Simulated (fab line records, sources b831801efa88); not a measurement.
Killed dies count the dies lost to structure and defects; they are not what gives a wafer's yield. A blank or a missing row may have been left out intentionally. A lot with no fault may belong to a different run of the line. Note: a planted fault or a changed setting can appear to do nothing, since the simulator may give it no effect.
Chamber matching ; flow gf180mcu ; rie-diel-02 running GF_PASSIVATION_ETCH_11: 4 sister chambers
The step etches the open film in CF4/O2, stops on TiN, target depth 1800 nm, time 400 s. 16 wafers are shown with their chamber, then 8 later ones without.

== EACH WAFER AND ITS CHAMBER ==
wafer;chamber;drypump-motor-current-A (A);oes-product-au (a.u.);throttle-valve-pct (%)
L074.3;2;5.9;0.968;5.979
L074.5;2;5.9;0.972;5.956
L074.6;1;5.3;0.967;5.964
L078.1;1;5.3;0.962;5.942
L078.3;2;5.9;0.966;5.951
L078.5;1;5.3;0.968;5.962
L083.3;1;5.3;0.959;5.955
L083.4;2;6.0;0.978;5.971
L083.6;2;5.9;0.979;5.968
L086.1;1;5.3;0.959;5.972
L086.2;3;5.5;0.957;5.958
L086.5;2;5.9;0.963;5.976
L087.2;2;5.9;0.975;5.961
L087.3;0;6.2;0.976;5.958
L087.5;2;5.9;0.977;5.975
L090.1;0;6.2;0.962;5.956

SIGNATURES (averages over the wafers above)
reading;chamber 0;chamber 1;chamber 2;chamber 3;scatter within a chamber
drypump-motor-current-A;6.200;5.300;5.913;5.500;0.027
oes-product-au;0.96900;0.96300;0.97225;0.95700;0.00594
throttle-valve-pct;5.95700;5.95900;5.96713;5.95800;0.0101
Rule: a wafer lies at a distance from a chamber equal to the root of the sum of squares, over the readings, of (its reading less the chamber's mean, divided by the reading's scatter). If the next closest chamber is less than 2 further off than the closest, the wafer can't be placed; otherwise it belongs to the closest. The scatter: the root of (the sum of the squares of (reading less its chamber's mean) over the shown wafers, divided by (wafers less chambers)).

== WAFERS WITHOUT THEIR CHAMBER ==
wafer;drypump-motor-current-A (A);oes-product-au (a.u.);throttle-valve-pct (%)
L090.2;5.9;0.956;5.957
L090.6;5.5;0.974;5.982
L095.1;6.2;0.965;5.952
L095.4;5.9;0.975;5.957
L095.6;5.9;0.978;5.965
L097.1;5.5;0.963;5.956
L097.2;6.2;0.970;5.967
L097.4;5.3;0.958;5.966

== CHAMBER TAKEN BY EACH ==
wafer;from the rows above;in truth
L090.2;2;2
L090.6;3;3
L095.1;0;0
L095.4;2;2
L095.6;2;2
L097.1;3;3
L097.2;0;0
L097.4;1;1
Correct placement for 8 of the 8. Left unplaced by these rows: 0. Placed wrongly: 0.
